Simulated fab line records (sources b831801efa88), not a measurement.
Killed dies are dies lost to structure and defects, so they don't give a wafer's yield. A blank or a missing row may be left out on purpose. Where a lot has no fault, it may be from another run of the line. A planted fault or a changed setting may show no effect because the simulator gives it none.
Struck lot and sound lot, side by side || flow sky130 || 15 steps out of a route of 708
Sound: wafers L417.1, L417.2, L417.3. Struck: wafers L429.3, L429.5, L429.6. Last of all comes the cause.
For every step that has rows: the tool of each side, followed by ch and its chambers, followed by its first start. Under that, the readings that differ: sound wafers || struck wafers || difference of the means || sigmas: that difference in standard deviations of wafers without a fault.
alike: same words and numbers on both sides, and readings whose means sit less than 2 such deviations apart. not compared: any withheld reading, any reading some wafer has no value for, any bound like >300 that may hide the same value, and any number with overlapping values for which the record gives no deviation.
Wherever a step has rows on one side only, a row that says differs or no value, or a row with sigmas, the two part there. Non-overlapping numbers with no deviation appear without sigmas and do not part them. A reading that every wafer of one side lacks parts them only if that side has two wafers or more.

SKY_SONOS_ONO_THK_MEAS_03:
  sound on film_metro-03, day 12 22:11; struck on film_metro-01, day 16 16:58
  alike: SONOS_ONO_CVD_02_THK
then, 1 step without rows for these wafers: SKY_SONOS_ONO_CVD_04 (deposits SiO2 from SiH4/N2O, target thk 5.7199 nm).
SKY_SONOS_ONO_THK_MEAS_05:
  sound on film_metro-04, day 12 23:30; struck on film_metro-04, day 16 18:17
  alike: SONOS_ONO_CVD_04_THK
then, 7 steps without rows for these wafers: SKY_SONOS_ONO_DEHYDRATE_06 (time 60 s); SKY_SONOS_ONO_HMDS_07 (prime time 60 s); SKY_SONOS_ONO_COAT_08 (resist thk 1140 nm); SKY_SONOS_ONO_SOFTBAKE_09 (time 60 s); SKY_SONOS_ONO_EXPOSE_10 (exposes mask ONOM, target cd 410 nm); SKY_SONOS_ONO_PEB_11; SKY_SONOS_ONO_DEVELOP_12 (develop time 60 s).
SKY_SONOS_ONO_CD_MEAS_13 targets a cd of 410 nm.
  sound on cd_sem-02, day 14 01:04; struck on cd_sem-01, day 17 23:19
{"reading": "cd_nm (nm)", "sound": "413.7 412.6 413.6", "struck": "404.4 408.1 406.0", "difference": -7.1, "sigmas": -3}
SKY_SONOS_ONO_OVL_MEAS_14:
  sound on overlay-02, day 14 01:11; struck on overlay-01, day 17 23:24
  alike: SONOS_ONO_OVL
SKY_SONOS_ONO_ETCH_15: etches the open film in CHF3/O2, target depth 19.52 nm, time 7.8 s.
  sound on rie_diel-03 ch 1,2,3, day 14 01:13; struck on rie_diel-03 ch 0,3, day 17 23:26
{"reading": "model.SONOS_ONO.feature_depth_nm (nm)", "sound": "19.88 19.05 19.7", "struck": "11.04 10.64 11.02", "difference": -8.64, "sigmas": ""}
{"reading": "model.etch.depth_nm (nm)", "sound": "19.88 19.05 19.7", "struck": "11.04 10.64 11.02", "difference": -8.64, "sigmas": ""}
{"reading": "model.NOVOLAK_of_SONOS_ONO_COAT_08.thk_nm (nm)", "sound": "1110 1109 1109", "struck": "1118 1115 1120", "difference": "+8", "sigmas": ""}
  alike: chf3_flow_sccm, drypump_motor_current_A, oes_product_au, throttle_valve_pct
  not compared: rf_hours_counter_h
then, 1 step without rows for these wafers: SKY_SONOS_ONO_WET_ETCH_16 (etches SiO2 in dHF, target depth 14 nm, time 280 s).
-- the record jumps here: 32 days lie between the struck wafers' starts before and after (it left off in module SONOS_ONO and takes up again in module PAD_OPEN, whose first step shown is number 708 of the route) --
SKY_PAD_OPEN_PROBE_99:
  sound on prober-02, day 47 01:11; struck on prober-02, day 49 15:09
{"reading": "model.etest.nfet_16v.r_on_ohm_um", "sound": "1.401e+04 1.409e+04 1.388e+04", "struck": "1.763e+04 1.754e+04 1.759e+04", "difference": "+3.593e+03", "sigmas": ""}
{"reading": "model.etest.pfet_16v.r_on_ohm_um", "sound": "1.501e+04 1.57e+04 1.49e+04", "struck": "1.627e+04 1.611e+04 1.637e+04", "difference": "+1.047e+03", "sigmas": ""}
{"reading": "model.etest.pfet_g5v0d10v5.r_on_ohm_um", "sound": "4657 4751 4682", "struck": "5415 5384 5347", "difference": "+685", "sigmas": ""}
{"reading": "model.etest.nfet_g5v0d10v5.r_on_ohm_um", "sound": "1866 1878 1891", "struck": "2416 2401 2392", "difference": "+525", "sigmas": ""}
{"reading": "model.etest.nfet_g5v0d10v5.drive_ua_um", "sound": "597.9 603.7 613.2", "struck": "408.1 408.7 408.5", "difference": -196.5, "sigmas": ""}
{"reading": "model.etest.tip_sonos.rs_ohm_sq", "sound": "2776 2697 2689", "struck": "2920 2911 2886", "difference": "+185", "sigmas": ""}
{"reading": "model.etest.nfet_05v0_nvt.drive_ua_um", "sound": "572 574.5 585.1", "struck": "428.5 427.9 433.1", "difference": -147.4, "sigmas": ""}
{"reading": "model.etest.nfet_16v.drive_ua_um", "sound": "220.4 220.6 224.4", "struck": "136 134.9 136.1", "difference": -86, "sigmas": ""}
  alike: killed_at_M0_to_M3, killed_at_M4_up, killed_at_contacts, killed_at_front_end, killed_at_other, killed_dies, killed_open, killed_short

WHERE THEY PART
Within this record, at SKY_SONOS_ONO_CD_MEAS_13 only. Later steps at which nothing parts them and some readings are alike: SKY_SONOS_ONO_OVL_MEAS_14, SKY_SONOS_ONO_ETCH_15, SKY_PAD_OPEN_PROBE_99.

WHY: what the simulator had put in
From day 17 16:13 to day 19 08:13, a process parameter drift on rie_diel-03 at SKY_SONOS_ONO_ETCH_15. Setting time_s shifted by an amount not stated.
